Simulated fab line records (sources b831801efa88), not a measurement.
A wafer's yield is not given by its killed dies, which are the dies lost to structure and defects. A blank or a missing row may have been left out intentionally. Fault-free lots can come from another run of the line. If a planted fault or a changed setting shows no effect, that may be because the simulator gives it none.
One fault seen from 2 desks ; flow sky130 ; each desk holds nothing but its own numbers, with what lay behind them at the end

THE METROLOGY DESK
Lot by lot, what the gauges showed, no matter which tool ran the lot: averages of those sampled wafers that carry a number. Marked OUT: a lot whose mean sits more than 4 standard deviations from the usual mean, which makes it out of limits; the brackets give that distance.
Columns: A = GATE_OXIDE_OVL at SKY_GATE_OXIDE_OVL_MEAS_10, usual -0.2 nm; B = GATE_OXIDE_TW at SKY_GATE_OXIDE_TW_MEAS_14, usual 225.3; C = POLY_GATE_CVD_00_THK at SKY_POLY_GATE_THK_MEAS_01, usual 180.4 nm; D = POLY_GATE_TW at SKY_RES_PROTECT_TW_MEAS_08, usual 4043; E = POLY_GATE_CVD_03_THK at SKY_POLY_GATE_THK_MEAS_04, usual 74.9 nm; F = cd nm at SKY_POLY_GATE_CD_MEAS_13, usual 150.1 nm; G = POLY_GATE_OVL at SKY_POLY_GATE_OVL_MEAS_14, usual -5 nm
lot;first seen here;A;B;C;D;E;F;G
L437;day 15 07:29;1.1;226.9;180.4;4031;74.4;150.2;-12
L445;day 18 08:34;0.3;224.8;172.4 (-5.0) OUT;4031;74.1;149.8;-3
L453;day 21 01:16;1.1;226.0;180.2;4055;73.7;149.0;3
L454;day 21 12:21;-1.9;225.6;178.6;4029;74.6;152.6;-4
L456;day 22 01:34;-0.7;226.0;180.4;4071;74.9;151.3;-4
This desk's finding: out of limits on L445; first on L445, day 18 12:11 (POLY_GATE_CVD_00_THK at SKY_POLY_GATE_THK_MEAS_01). Within limits: L437, L453, L454, L456.

DESK OF THE TOOL OWNER: lpcvd-01
The tool's own readings at SKY_POLY_GATE_CVD_00 (deposits poly-Si, target thk 180 nm, time 720 s): means of the sampled wafers that have a number, for each lot that ran on this tool. Marked OUT: a lot whose mean sits more than 4 standard deviations from the usual mean, which makes it out of limits; the brackets give that distance.
Columns: A = spike tc centre C at SKY_POLY_GATE_CVD_00, usual 621.5 C; B = spike tc lower C at SKY_POLY_GATE_CVD_00, usual 620.9 C; C = spike tc top C at SKY_POLY_GATE_CVD_00, usual 635.7 C; D = spike tc upper C at SKY_POLY_GATE_CVD_00, usual 620.1 C; E = zone power centre pct at SKY_POLY_GATE_CVD_00, usual 8.8 %; F = zone power upper pct at SKY_POLY_GATE_CVD_00, usual 7.09 %
lot;first seen here;A;B;C;D;E;F
L437;day 15 09:35;622.7;619.0;634.9;620.5;7.6;7.34
L445;day 18 10:59;630.3 (+6.7) OUT;618.8;646.1 (+9.5) OUT;557.0 (-66) OUT;12.0;0.01 (-37) OUT
L453;day 21 03:24;623.5;620.6;635.9;620.1;7.7;7.26
L454;day 21 14:22;620.0;623.4;635.1;619.9;10.1;6.87
L456;day 22 04:47;621.3;622.1;637.6;619.6;10.1;6.91
This desk finds L445 out of limits, L445 being first, at day 18 10:59 (spike tc centre C at SKY_POLY_GATE_CVD_00). Within limits: L437, L453, L454, L456.

ALL TOGETHER
The tool owner's desk could have raised an alarm at day 18 10:59, on L445.
Metrology desk: alarm possible at day 18 12:11 on L445.
The lots listed all ran SKY_POLY_GATE_CVD_00 on lpcvd-01.

WHAT THE SIMULATOR HAD INSERTED
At SKY_POLY_GATE_CVD_00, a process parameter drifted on lpcvd-01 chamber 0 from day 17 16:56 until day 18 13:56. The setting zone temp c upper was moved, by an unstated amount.
Lots struck among those shown: L445.
Fault start to first reading out of limits, in hours, per desk: tool owner, 18; metrology, 19.
